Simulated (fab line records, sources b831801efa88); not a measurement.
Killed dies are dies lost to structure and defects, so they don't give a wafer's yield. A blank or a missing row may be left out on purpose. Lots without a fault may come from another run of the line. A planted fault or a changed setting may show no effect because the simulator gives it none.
A struck lot beside a sound one | flow sky130 | 37 steps out of a route of 708
Sound: wafers L610.1, L610.2, L610.4. Struck: wafers L600.2, L600.4, L600.5. The cause comes at the end.
At each step with rows: each side's tool, then ch and its chambers, then its first start. Under that, the readings that differ: sound wafers | struck wafers | difference of the means | sigmas: that difference in standard deviations of wafers without a fault.
alike: readings whose means differ by less than 2 such deviations, and words and numbers that are the same on both sides. not compared: withheld readings, readings that some wafer has no value for, bounds like >300 that may hide the same value, and numbers for which the record gives no deviation and whose values overlap.
The two part at a step that has a row with sigmas, a row that says differs or no value, or rows on one side only. Numbers that don't overlap but have no deviation are shown without sigmas and don't part them. A reading that every wafer of one side lacks parts them only if that side has two wafers or more.

first, 10 steps without rows for these wafers: SKY_LDD_LDN_SOFTBAKE_03 (time 60 s); SKY_LDD_LDN_EXPOSE_04 (exposes mask LDNTM, target cd 700 nm); SKY_LDD_LDN_PEB_05; SKY_LDD_LDN_DEVELOP_06 (develop time 60 s); SKY_LDD_LDN_IMPLANT_08; SKY_LDD_LDN_IMPLANT_09; SKY_LDD_LDN_IMPLANT_10; SKY_LDD_LDN_IMPLANT_11; SKY_LDD_LDN_STRIP_12 (strips in O2/N2); SKY_LDD_LDN_CLEAN_14 (cleans in SC1/SC2, time 150 s).
SKY_SPACER_CVD_00: deposits Si3N4 from DCS/NH3, target thk 43.1 nm, time 740 s.
  sound on lpcvd-02 ch 0, day 29 02:38; struck on lpcvd-02 ch 1, day 25 15:04
  reading                                  | sound             | struck            | difference | sigmas
  pressure_mtorr (mTorr)                   | 249.4 249.3 249.9 | 124.7 124.9 124.6 | -124.8     | -99 or more
  model.Si3N4_of_SPACER_CVD_00.thk_nm (nm) | 42.69 42.15 42.04 | 35.33 35.53 35.14 | -6.96      |
SKY_SPACER_THK_MEAS_01:
  sound on film_metro-03, day 29 03:50; struck on film_metro-03, day 25 16:16
  reading                | sound          | struck         | difference | sigmas
  SPACER_CVD_00_THK (nm) | 42.7 42.2 42.1 | 35.3 35.5 35.2 | -7.0       | -15
SKY_SPACER_ETCHBACK_02: etches Si3N4 in CH3F/O2, stops on SiO2, time 46.7 s, target depth 45 nm.
  sound on rie_diel-03 ch 1,2,3, day 29 03:54; struck on rie_diel-01 ch 1,3, day 25 16:19
  reading                  | sound             | struck            | difference | sigmas
  oes_product_au (a.u.)    | 0.855 0.844 0.840 | 0.771 0.773 0.768 | -0.076     | -10
  model.etch.depth_nm (nm) | 42.69 42.15 42.04 | 35.33 35.53 35.14 | -6.96      |
  alike: drypump_motor_current_A, throttle_valve_pct
  not compared: rf_hours_counter_h
then, 22 steps without rows for these wafers: SKY_POLY_CUT_DEHYDRATE_00 (time 60 s); SKY_POLY_CUT_HMDS_01 (prime time 60 s); SKY_POLY_CUT_COAT_02 (resist thk 60 nm); SKY_POLY_CUT_COAT_03 (resist thk 450 nm); SKY_POLY_CUT_SOFTBAKE_04 (time 90 s); SKY_POLY_CUT_EXPOSE_05 (exposes mask NPCM, target cd 270 nm); SKY_POLY_CUT_PEB_06; SKY_POLY_CUT_DEVELOP_07 (develop time 60 s); SKY_POLY_CUT_ETCH_10 (etches BARC in N2/H2, stops on SiO2, time 45.9 s, target depth 60 nm); SKY_POLY_CUT_ETCH_11 (etches Si3N4 in CF4/CH2F2/Ar, stops on poly-Si, time 42.5 s, target depth 60 nm); SKY_POLY_CUT_STRIP_12 (strips in O2/N2); SKY_SD_P_DEHYDRATE_00 (time 60 s); SKY_SD_P_HMDS_01 (prime time 60 s); SKY_SD_P_COAT_02 (resist thk 1140 nm); SKY_SD_P_SOFTBAKE_03 (time 60 s); SKY_SD_P_EXPOSE_04 (exposes mask PSDM, target cd 380 nm); SKY_SD_P_PEB_05; SKY_SD_P_DEVELOP_06 (develop time 60 s); SKY_SD_P_IMPLANT_09; SKY_SD_P_STRIP_10 (strips in O2/N2); SKY_RES_XHIGH_DEHYDRATE_00 (time 60 s); SKY_RES_XHIGH_HMDS_01 (prime time 60 s).
-- the record jumps here: 5 days lie between the struck wafers' starts before and after (it left off in module RES_XHIGH and takes up again in module SALICIDE, whose first step shown is number 361 of the route) --
SKY_SALICIDE_CLEAN_00: cleans in HF-last, time 30 s.
  sound on wet_bench-01 ch 2, day 33 19:13; struck on wet_bench-04 ch 1, day 30 12:08
  reading                                  | sound             | struck            | difference | sigmas
  model.Si3N4_of_SPACER_CVD_00.thk_nm (nm) | 41.73 41.19 41.08 | 34.36 34.56 34.17 | -6.97      |
-- the record jumps here: 17 days lie between the struck wafers' starts before and after (it left off in module SALICIDE and takes up again in module PAD_OPEN, whose first step shown is number 708 of the route) --
SKY_PAD_OPEN_PROBE_99:
  sound on prober-02, day 49 23:43; struck on prober-02, day 47 16:11
  reading                                 | sound             | struck            | difference | sigmas
  killed_at_front_end                     | 19 15 24          | 8 8 12            | -10        | -3
  killed_at_other                         | 0 1 0             | 2 3 0             | +1         | +3
  model.etest.pfet_01v8.r_on_ohm_um       | 2894 2858 2930    | 2555 2675 2677    | -258       |
  model.etest.sonos_uncharged.r_on_ohm_um | 809.4 813.8 815.4 | 770.3 785.2 788.1 | -31.7      |
  model.etest.pfet_01v8.drive_ua_um       | 192.6 193.7 191.1 | 224.2 210.8 209.4 | +22.3      |
  model.etest.sram_pfet_latch.drive_ua_um | 144.1 142.5 140.9 | 165.3 160.3 153.9 | +17.3      |
  model.etest.pfet_01v8_hvt.drive_ua_um   | 143.6 144.7 141.8 | 167.9 159.3 157.5 | +18.2      |
  model.etest.pfet_01v8_mvt.drive_ua_um   | 154.2 153.9 152.1 | 167.4 162 161.2   | +10.1      |
  alike: killed_at_M0_to_M3, killed_at_M4_up, killed_at_contacts, killed_dies, killed_on_rim, killed_open, killed_short
  not compared: model.etest.nfet_g5v0d10v5.r_on_ohm_um, model.etest.pfet_01v8_lvt.drive_ua_um

WHERE THEY PART
First at SKY_SPACER_CVD_00; last, within this record, at SKY_PAD_OPEN_PROBE_99.

WHY: what the simulator had put in
Process parameter drift: lpcvd-02, from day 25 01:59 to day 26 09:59, at SKY_SPACER_CVD_00. Setting pressure_mtorr, moved by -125, from 250. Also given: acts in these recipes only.
